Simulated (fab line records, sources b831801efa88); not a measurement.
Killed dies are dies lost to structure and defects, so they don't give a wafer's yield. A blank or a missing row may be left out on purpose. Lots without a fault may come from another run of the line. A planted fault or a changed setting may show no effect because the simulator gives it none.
fab line records | flow sky130
record lots=15 wafers=45 last_day=50
route steps=708 shown FIELD_ISO@14 VT_ADJUST_HVTP@95 VT_ADJUST_LVTN@106 POLY_GATE@218
lots that met no fault: from a run of the same line without faults
start_h: hours from the record's first day to the start of the lot's first wafer shown | wait_h: hours since the lot's step before | " the same as in the row above | L1.1+2: a row that stands for several wafers | - no value, or no start given | * or withheld: withheld | < > ~ a bound
route shown NAME@n: a module of which the file shows steps, and the number in the route of the first | usual: mean/standard deviation of fault-free wafers | same: alike in all rows | chamber/n: place in a boat | sites: the reading at each site | _std_site: their standard deviation | _edge_site: outer sites' mean less inner sites' | radius_mm: how far each site lies from the wafer's centre | mask NAME#n: copy n | behind: the tool/chamber that last shaped the wafer | hold: why the lot was held/for how many hours/how that ended | device: the transistor (n, p or np) that didn't switch | end of line: the same wafers' tests at the end of the route | a step without rows: its recipe alone | killed: dies lost to structure and defects at the first sort, not the wafer's yield | map: a wafer's dies, x killed, . not, _ none there
set.NAME: the setting as run; set.NAME@STEP: as run at that earlier step | model.NAME: the simulator's own value behind a step, which no gauge read
steps of the route over a sample of lots; a table a step, a row a wafer
services: from which hour (start_h, from the record's first day; less than 0 if before it) a tool's chamber was out of use, for how many hours, and why
## steps
# step SKY_FIELD_ISO_CD_MEAS_13
# recipe target_cd_nm=150
# usual cd_nm=150.2/1.4
# columns lot.wafer tool chamber start_h wait_h cd_nm
L318.2 cd_sem-01 - 34.95 - 150.9
L318.3 " - " " 151.0
L318.5 " - " " 150.7
L319.2 cd_sem-02 - 39.37 - 151.2
L319.4 " - " " 150.3
L319.6 " - " " 150.4
L320.2 cd_sem-02 - 44.61 - 152.5
L320.4 " - " " 153.0
L320.5 " - " " 152.7
L321.1 cd_sem-01 - 51.04 - 151.5
L321.2 " - " " 150.5
L321.3 " - " " 152.2
L322.2 cd_sem-02 - 56.76 - 151.4
L322.3 " - " " 151.4
L322.5 " - " " 149.2
L324.1 cd_sem-02 - 66.43 - 151.2
L324.5 " - " " 150.6
L324.6 " - " " 150.6
L325.2 cd_sem-01 - 70.36 - 148.6
L325.3 " - " " 149.8
L325.5 " - " " 148.4
L326.1 cd_sem-02 - 75.29 - 152.5
L326.3 " - " " 151.1
L326.5 " - " " 151.0
L327.1 cd_sem-01 - 81.80 - 150.8
L327.4 " - " " 150.2
L327.6 " - " " 149.9
L334.1 cd_sem-02 - 116.89 - 151.5
L334.2 " - " " 151.2
L334.3 " - " " 150.3
L335.2 cd_sem-02 - 123.80 - 150.3
L335.3 " - " " 148.1
L335.5 " - " " 148.2
L336.1 cd_sem-01 - 126.89 - 150.7
L336.2 " - " " 150.9
L336.3 " - " " 150.7
L337.2 cd_sem-01 - 134.57 - 149.3
L337.3 " - " " 149.2
L337.4 " - " " 147.6
L339.2 cd_sem-01 - 144.95 - 149.9
L339.3 " - " " 150.4
L339.5 " - " " 149.4
L340.1 cd_sem-02 - 147.32 - 147.9
L340.5 " - " " 148.2
L340.6 " - " " 147.2
# step SKY_FIELD_ISO_CMP_27
# recipe stop_on=Si3N4 t_overpolish_s=16 down_force_psi=4 platen_rpm=60 target_thk_nm=457.8 pad_velocity_m_s=0.94248
# usual motor_current_A=12.1/1.1 overpolish_run_s=16.001/0.0092 platen_rpm=60.00/0.038 time_to_endpoint_s=114/3.4
# columns lot.wafer tool chamber start_h wait_h motor_current_A overpolish_run_s platen_rpm time_to_endpoint_s
L318.2 cmp-02 0 43.16 0.0 10.3 16.017 60.00 119
L318.3 " 3 " " 11.3 16.001 59.97 109
L318.5 " 0 " " 10.9 16.012 60.01 117
L319.2 cmp-02 2 45.50 0.0 11.2 16.007 59.94 120
L319.4 " 3 " " 11.6 16.004 60.05 114
L319.6 " 3 " " 11.6 15.999 60.04 115
L320.4 cmp-01 0 50.13 0.0 12.5 15.987 59.96 118
L320.2 " 1 " " 11.2 16.010 59.93 112
L320.5 " 0 " " 12.8 16.014 59.97 119
L321.2 cmp-02 2 54.64 0.1 10.7 15.998 60.00 121
L321.3 " 3 " " 10.7 15.996 59.98 112
L321.1 " 0 " " 10.1 15.989 59.90 119
L322.2 cmp-01 2 60.89 0.0 12.3 15.994 59.99 117
L322.3 " 1 " " 11.7 16.007 60.04 116
L322.5 " 3 " " 12.8 16.001 59.96 109
L324.1 cmp-02 2 70.54 0.1 11.2 15.989 60.01 116
L324.5 " 1 " " 14.4 16.007 59.92 115
L324.6 " 2 " " 10.8 16.005 60.06 115
L325.3 cmp-01 1 75.26 0.1 11.4 15.997 59.93 111
L325.2 " 2 " " 12.2 15.998 60.01 120
L325.5 " 1 " " 10.7 15.993 60.05 114
L326.3 cmp-01 3 79.97 0.0 12.9 16.006 60.00 114
L326.1 " 0 " " 12.4 15.987 59.99 112
L326.5 " 3 " " 12.4 16.016 60.01 109
L327.4 cmp-02 2 85.70 0.1 10.7 15.999 60.00 113
L327.1 " 3 " " 11.8 15.997 59.98 106
L327.6 " 0 " " 10.7 16.001 60.03 111
L334.2 cmp-01 2 121.76 0.0 12.7 16.011 60.05 119
L334.3 " 3 " " 12.6 16.002 59.98 111
L334.1 " 0 " " 13.2 15.997 59.99 111
L335.2 cmp-01 2 127.31 0.0 12.9 15.994 59.91 119
L335.3 " 0 " " 12.1 16.009 59.99 110
L335.5 " 3 " " 13.0 16.010 60.03 111
L336.3 cmp-01 0 131.11 0.0 12.2 16.002 60.04 113
L336.1 " 1 " " 11.0 16.003 59.96 111
L336.2 " 2 " " 12.1 15.995 59.99 119
L337.2 cmp-02 1 138.08 0.0 13.6 16.001 60.05 107
L337.4 " 3 " " 11.2 16.022 59.99 107
L337.3 " 0 " " 10.3 16.001 60.02 116
L339.3 cmp-01 1 150.57 0.3 10.6 16.010 60.03 113
L339.2 " 3 " " 12.4 16.000 60.00 113
L339.5 " 1 " " 11.2 16.005 60.10 113
L340.1 cmp-01 1 151.12 0.1 11.0 15.997 59.96 119
L340.6 " 3 " " 12.6 15.986 60.02 118
L340.5 " 0 " " 12.4 15.992 59.98 115
# step SKY_VT_ADJUST_HVTP_STRIP_10
# recipe chemistry=O2/N2 power_w=1400 pressure_mtorr=1500 platen_temp_c=withheld o2_flow_sccm=3000 n2_flow_sccm=300 overash_fraction=0.5
# usual chamber_pressure_mTorr=1499.9/1.4 drypump_motor_current_A=5.7/0.38 oes_product_au=0.716/0.0041 strip_time_to_endpoint_s=14.18/0.043
# columns lot.wafer tool chamber start_h wait_h chamber_pressure_mTorr drypump_motor_current_A oes_product_au rf_hours_counter_h strip_time_to_endpoint_s
L318.2 plasma_asher-02 0 133.39 0.1 1499.7 5.6 0.716 46 14.20
L318.3 " 1 " " 1498.7 6.4 0.721 - 14.12
L318.5 " 0 " " 1499.6 5.7 0.713 - 14.13
L319.2 plasma_asher-04 0 137.10 0.1 1499.1 5.7 0.716 2 14.15
L319.4 " 0 " " 1498.4 5.7 0.716 - 14.19
L319.6 " 1 " " 1501.8 5.8 0.712 - 14.12
L320.2 plasma_asher-02 0 141.39 0.1 1499.6 5.6 0.717 47 14.20
L320.4 " 0 " " 1499.0 5.6 0.723 - 14.15
L320.5 " 1 " " 1497.7 6.4 0.721 - 14.13
L321.1 plasma_asher-04 1 147.50 0.1 1502.1 5.8 0.717 3 14.29
L321.2 " 0 " " 1500.3 5.7 0.721 3 14.28
L321.3 " 1 " " 1501.3 5.8 0.713 - 14.24
L322.2 plasma_asher-02 0 155.35 0.1 1498.4 5.6 0.713 48 14.15
L322.3 " 0 " " 1499.9 5.6 0.715 - 14.16
L322.5 " 1 " " 1501.3 6.4 0.718 - 14.15
L324.1 plasma_asher-03 1 167.45 0.1 - - - - -
L324.5 " 0 " " - - - - -
L324.6 " 1 " " - - - - -
L325.2 plasma_asher-02 0 172.60 0.1 - - - - -
L325.3 " 1 " " - - - - -
L325.5 " 0 " " - - - - -
L326.1 plasma_asher-04 1 180.04 0.1 - - - - -
L326.3 " 0 " " - - - - -
L326.5 " 1 " " - - - - -
L327.1 plasma_asher-04 0 184.00 0.1 1499.9 5.8 0.717 6 14.13
L327.4 " 1 " " 1499.8 5.8 0.713 - 14.16
L327.6 " 0 " " 1500.1 5.8 0.714 - 14.14
L334.1 plasma_asher-03 1 229.69 0.1 1501.4 5.2 0.711 39 14.13
L334.2 " 0 " " 1501.1 5.3 0.718 39 14.14
L334.3 " 1 " " 1500.5 5.2 0.716 - 14.15
L335.2 plasma_asher-04 1 234.29 0.1 1499.2 5.7 0.716 11 14.22
L335.3 " 1 " " 1500.3 5.7 0.712 - 14.19
L335.5 " 1 " " 1500.8 5.7 0.705 - 14.22
L336.1 plasma_asher-03 0 238.09 0.1 1500.2 5.3 0.714 40 14.19
L336.2 " 1 " " 1500.3 5.2 0.715 40 14.17
L336.3 " 0 " " 1499.3 5.3 0.712 - 14.15
L337.2 plasma_asher-03 1 247.09 0.1 1498.5 5.2 0.709 41 14.14
L337.3 " 1 " " 1499.4 5.2 0.718 - 14.13
L337.4 " 0 " " 1500.8 5.3 0.719 - 14.17
L339.2 plasma_asher-04 1 260.79 0.1 1497.3 5.7 0.717 13 14.19
L339.3 " 0 " " 1497.0 5.8 0.715 - 14.14
L339.5 " 1 " " 1501.0 5.7 0.715 - 14.15
L340.1 plasma_asher-03 1 263.09 0.1 1501.8 5.2 0.717 43 14.19
L340.5 " 0 " " 1498.7 5.3 0.720 - 14.15
L340.6 " 1 " " 1501.7 5.2 0.721 - 14.20
# step SKY_VT_ADJUST_LVTN_STRIP_09
# recipe chemistry=O2/N2 power_w=1400 pressure_mtorr=1500 platen_temp_c=withheld o2_flow_sccm=3000 n2_flow_sccm=300 overash_fraction=0.5
# usual chamber_pressure_mTorr=1499.9/1.4 drypump_motor_current_A=5.7/0.44 oes_product_au=0.722/0.0042 strip_time_to_endpoint_s=36.92/0.086
# columns lot.wafer tool chamber start_h wait_h chamber_pressure_mTorr drypump_motor_current_A oes_product_au rf_hours_counter_h strip_time_to_endpoint_s
L318.2 plasma_asher-02 0 153.28 0.1 1501.5 5.6 0.720 48 36.81
L318.3 " 1 " " 1500.6 6.4 0.724 - 36.88
L318.5 " 0 " " 1501.7 5.6 0.718 - 36.88
L319.2 plasma_asher-03 0 157.59 0.1 1496.9 5.3 0.725 32 36.94
L319.4 " 0 " " 1500.7 5.3 0.725 - 36.96
L319.6 " 0 " " 1500.1 5.3 0.721 - 37.00
L320.2 plasma_asher-02 0 161.59 0.1 1500.3 5.6 0.729 49 36.78
L320.4 " 1 " " 1500.7 6.4 0.724 - 36.81
L320.5 " 1 " " 1500.7 6.4 0.719 - 36.80
L321.1 plasma_asher-03 0 167.98 0.1 1500.7 5.3 0.723 33 36.95
L321.2 " 1 " " 1498.6 5.2 0.718 33 36.98
L321.3 " 1 " " 1498.6 5.2 0.711 - 36.99
L322.2 plasma_asher-02 0 175.87 0.1 1499.8 5.6 0.718 50 37.01
L322.3 " 1 " " 1497.0 6.4 0.713 - 36.93
L322.5 " 0 " " 1499.3 5.6 0.728 - 36.94
L324.1 plasma_asher-02 0 187.72 0.1 1497.9 5.6 0.726 51 54.02
L324.5 " 0 " " 1498.3 5.6 0.726 - 54.02
L324.6 " 1 " " 1500.5 6.4 0.731 - 53.90
L325.2 plasma_asher-03 1 193.62 0.1 1500.8 5.2 0.728 36 53.90
L325.3 " 0 " " 1498.0 5.3 0.722 - 53.84
L325.5 " 1 " " 1499.9 5.2 0.731 - 53.89
L326.1 plasma_asher-03 1 201.57 0.1 1497.2 5.2 0.729 36 53.83
L326.3 " 1 " " 1499.6 5.2 0.730 - 53.69
L326.5 " 0 " " 1501.3 5.3 0.729 - 53.83
L327.1 plasma_asher-01 1 205.88 0.1 1498.9 5.9 0.717 55 37.00
L327.4 " 1 " " 1499.0 5.9 0.721 - 36.95
L327.6 " 0 " " 1498.6 6.1 0.722 - 36.92
L334.1 plasma_asher-03 1 251.63 0.1 1500.8 5.2 0.722 41 37.00
L334.2 " 0 " " 1501.3 5.3 0.723 41 37.02
L334.3 " 0 " " 1499.8 5.3 0.726 - 37.03
L335.2 plasma_asher-02 0 257.23 0.1 1500.8 5.6 0.718 58 36.87
L335.3 " 1 " " 1499.6 6.4 0.730 - 36.92
L335.5 " 0 " " 1502.0 5.6 0.728 - 36.87
L336.1 plasma_asher-01 0 261.98 0.1 1500.8 6.1 0.724 61 36.85
L336.2 " 1 " " 1500.9 5.9 0.722 61 36.93
L336.3 " 0 " " 1499.2 6.1 0.718 - 37.01
L337.2 plasma_asher-02 1 270.58 0.1 1500.1 6.4 0.727 59 37.03
L337.3 " 1 " " 1498.2 6.4 0.717 - 36.90
L337.4 " 0 " " 1500.2 5.6 0.725 - 36.97
L339.2 plasma_asher-01 1 284.88 0.1 1498.8 5.9 0.727 63 36.91
L339.3 " 0 " " 1498.8 6.1 0.734 - 36.91
L339.5 " 1 " " 1500.9 5.9 0.725 - 36.97
L340.1 plasma_asher-03 1 287.32 0.1 1500.7 5.2 0.731 45 36.95
L340.5 " 1 " " 1499.6 5.2 0.717 - 36.96
L340.6 " 0 " " 1497.9 5.3 0.723 - 36.89
# step SKY_VT_ADJUST_LVTN_TW_MEAS_10
# usual VT_ADJUST_LVTN_TW=244.0/1.7
# columns lot.wafer tool chamber start_h wait_h VT_ADJUST_LVTN_TW
L318.2 film_metro-04 - 153.39 0.1 244.3
L318.3 " - " " 245.0
L318.5 " - " " 243.9
L319.2 film_metro-02 - 157.70 0.1 244.1
L319.4 " - " " 242.6
L319.6 " - " " 244.0
L320.2 film_metro-03 - 161.70 0.1 245.6
L320.4 " - " " 245.4
L320.5 " - " " 245.8
L321.1 film_metro-03 - 168.08 0.1 245.6
L321.2 " - " " 245.3
L321.3 " - " " 244.7
L322.2 film_metro-03 - 175.98 0.1 246.1
L322.3 " - " " 244.8
L322.5 " - " " 245.5
L324.1 film_metro-02 - 187.82 0.1 30.0
L324.5 " - " " 30.1
L324.6 " - " " 29.8
L325.2 film_metro-04 - 193.73 0.1 30.4
L325.3 " - " " 30.5
L325.5 " - " " 30.5
L326.1 film_metro-02 - 201.67 0.1 30.0
L326.3 " - " " 30.0
L326.5 " - " " 29.9
L327.1 film_metro-03 - 205.98 0.1 246.4
L327.4 " - " " 246.6
L327.6 " - " " 245.2
L334.1 film_metro-02 - 251.73 0.1 241.8
L334.2 " - " " 242.6
L334.3 " - " " 242.2
L335.2 film_metro-03 - 257.34 0.1 247.3
L335.3 " - " " 245.6
L335.5 " - " " 245.9
L336.1 film_metro-04 - 262.08 0.1 243.7
L336.2 " - " " 243.9
L336.3 " - " " 244.9
L337.2 film_metro-02 - 270.69 0.1 243.2
L337.3 " - " " 242.3
L337.4 " - " " 242.5
L339.2 film_metro-04 - 284.99 0.1 243.6
L339.3 " - " " 244.2
L339.5 " - " " 243.4
L340.1 film_metro-03 - 287.42 0.1 247.6
L340.5 " - " " 247.4
L340.6 " - " " 246.0
# step SKY_POLY_GATE_THK_MEAS_04
# recipe reads=Si3N4_of_POLY_GATE_CVD_03
# usual POLY_GATE_CVD_03_THK=74.5/0.62
# columns lot.wafer tool chamber start_h wait_h POLY_GATE_CVD_03_THK[nm]
L318.2 film_metro-04 - 350.76 0.0 75.0
L318.3 " - " " 74.7
L318.5 " - " " 74.6
L319.2 film_metro-02 - 357.43 0.0 73.1
L319.4 " - " " 73.7
L319.6 " - " " 73.9
L320.2 film_metro-01 - 360.59 0.0 74.6
L320.4 " - " " 74.7
L320.5 " - " " 74.5
L321.1 film_metro-04 - 372.20 0.0 74.5
L321.2 " - " " 74.1
L321.3 " - " " 74.6
L322.2 film_metro-02 - 379.85 0.0 75.3
L322.3 " - " " 74.9
L322.5 " - " " 74.8
L324.1 film_metro-02 - 410.51 0.0 74.2
L324.5 " - " " 74.6
L324.6 " - " " 73.9
L325.2 film_metro-01 - 410.52 0.0 74.9
L325.3 " - " " 74.8
L325.5 " - " " 74.2
L326.1 film_metro-01 - 412.65 0.0 75.4
L326.3 " - " " 75.2
L326.5 " - " " 75.0
L327.1 film_metro-04 - 417.81 0.0 73.8
L327.4 " - " " 74.6
L327.6 " - " " 74.7
L334.1 film_metro-01 - 485.90 0.0 73.9
L334.2 " - " " 73.4
L334.3 " - " " 74.2
L335.2 film_metro-04 - 492.66 0.0 74.0
L335.3 " - " " 74.4
L335.5 " - " " 74.2
L336.1 film_metro-02 - 500.27 0.0 74.4
L336.2 " - " " 74.7
L336.3 " - " " 75.2
L337.2 film_metro-04 - 507.88 0.0 75.4
L337.3 " - " " 75.0
L337.4 " - " " 74.8
L339.2 film_metro-04 - 527.28 0.0 75.0
L339.3 " - " " 75.3
L339.5 " - " " 75.5
L340.1 film_metro-02 - 534.25 0.0 74.8
L340.5 " - " " 75.0
L340.6 " - " " 75.9
## services
# columns tool chamber start_h hours kind
plasma_asher-04 - 25.59 1.2 repair
plasma_asher-04 - 45.40 2.5 repair
plasma_asher-01 - 55.77 0.6 repair
cmp-01 - 64.00 4.0 pm
cmp-01 - 68.00 - consumable_replace:conditioner
cmp-01 - 68.00 - consumable_replace:pad
cmp-01 - 69.12 1.7 repair
plasma_asher-04 - 77.84 28.1 pm
cmp-01 - 81.20 5.3 pm
cmp-01 - 90.55 1.6 repair
plasma_asher-02 - 98.20 6.0 repair
plasma_asher-01 - 108.12 3.6 repair
plasma_asher-04 - 108.75 9.0 pm
plasma_asher-04 0 108.75 9.0 vent_cycle
plasma_asher-04 1 108.75 9.0 vent_cycle
plasma_asher-04 - 111.08 3.7 repair
plasma_asher-04 - 119.83 3.0 repair
cmp-02 - 148.89 2.3 repair
cmp-02 - 173.86 0.8 repair
cmp-02 - 205.83 0.9 repair
cmp-02 - 222.28 17.9 pm
cmp-02 - 240.17 4.0 pm
cmp-02 - 241.36 2.7 repair
cmp-01 - 268.14 0.5 repair
## key
first_sign step=SKY_VT_ADJUST_HVTP_STRIP_10 reading=tool_record direction=missing
effect step=SKY_VT_ADJUST_LVTN_STRIP_09 reading=strip_time_to_endpoint_s direction=up sigmas=99+ usual=* struck=*
effect step=SKY_VT_ADJUST_LVTN_TW_MEAS_10 reading=VT_ADJUST_LVTN_TW direction=down sigmas=99+ usual=244.0 struck=30.1
met_at SKY_VT_ADJUST_HVTP_STRIP_10
struck_lots L324,L325,L326
sort_left_out L324.1,L324.5,L324.6,L325.2,L325.3,L325.5,L326.1,L326.3,L326.5
tester_left_out L324,L325,L326
not_acting_at SKY_FIELD_ISO_CD_MEAS_13,SKY_FIELD_ISO_CMP_27,SKY_POLY_GATE_THK_MEAS_04
onset_between 155.35 167.45
fault kind=skipped_step_whole tool=plasma_asher-02,plasma_asher-03,plasma_asher-04 chamber=- onset_h=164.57 steps=SKY_VT_ADJUST_HVTP_STRIP_10 scope=struck_lots_only
# tester_left_out: of these lots the tester's yield and bins aren't shown, on N5 and GAA mostly nor the transistor test; their killed dies are dies lost to structure and defects alone, not to doping, threshold or leakage, so they don't give the yield
# sort_left_out: the simulated sort isn't trusted on such a fault, so these wafers' sort isn't shown, and their yield isn't known
